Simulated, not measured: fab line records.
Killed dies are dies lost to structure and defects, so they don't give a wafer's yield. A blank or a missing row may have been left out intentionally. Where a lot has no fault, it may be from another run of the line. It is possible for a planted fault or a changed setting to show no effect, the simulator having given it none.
Chamber matching	flow gf180mcu	GF_V5_CMP_04 on cmp-02: 4 sister chambers
The step polishes SiO2. 27 wafers are shown with their chamber, then 12 later ones without.

WAFERS PAIRED WITH THEIR CHAMBERS
wafer	chamber	motorCurrentA (A)
L252.1	1	14.3
L252.4	2	13.0
L252.5	3	12.2
L254.3	0	12.6
L254.5	1	14.3
L254.6	0	12.1
L255.1	1	13.9
L255.5	0	12.9
L255.6	3	11.8
L256.1	2	13.7
L256.5	1	14.0
L256.6	2	14.1
L257.1	0	12.7
L257.2	3	12.5
L257.5	3	12.1
L258.1	0	12.4
L258.3	1	13.3
L258.4	2	13.4
L259.1	1	14.6
L259.4	2	14.4
L259.6	2	14.1
L260.1	2	14.0
L260.4	0	12.1
L260.5	0	12.8
L262.1	2	14.1
L262.2	0	11.9
L262.4	1	13.7

SIGNATURES, as means of the wafers listed above
reading	chamber 0	chamber 1	chamber 2	chamber 3	scatter within a chamber
motorCurrentA	12.438	14.014	13.850	12.150	0.406
Rule: distance of a wafer from a chamber = root of the sum over the readings of ((wafer's reading minus chamber's mean) / reading's scatter) squared. The wafer belongs to the nearest chamber; if the next one is less than 2 further off, it can't be placed. The scatter is the square root of a quotient: the sum, over the shown wafers, of each reading's squared deviation from its chamber's mean, divided by wafers minus chambers.

WAFERS WHOSE CHAMBER IS MISSING
wafer	motorCurrentA (A)
L265.2	12.5
L265.4	12.2
L265.6	12.1
L271.1	12.5
L271.2	12.1
L271.5	14.0
L272.1	12.7
L272.2	13.6
L272.4	14.2
L274.2	13.9
L274.3	11.5
L274.4	13.9

EACH ONE'S CHAMBER
wafer	from the rows above	in truth
L265.2	can't be placed: 0 or 3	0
L265.4	can't be placed: 3 or 0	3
L265.6	can't be placed: 3 or 0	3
L271.1	can't be placed: 0 or 3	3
L271.2	can't be placed: 3 or 0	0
L271.5	can't be placed: 1 or 2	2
L272.1	can't be placed: 0 or 3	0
L272.2	can't be placed: 2 or 1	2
L272.4	can't be placed: 1 or 2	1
L274.2	can't be placed: 2 or 1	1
L274.3	can't be placed: 3 or 0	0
L274.4	can't be placed: 2 or 1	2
Placed correctly: 0 of 12. Cannot be placed on the basis of these rows: 12; the candidates contain the true chamber in 12. Number placed wrongly: 0.
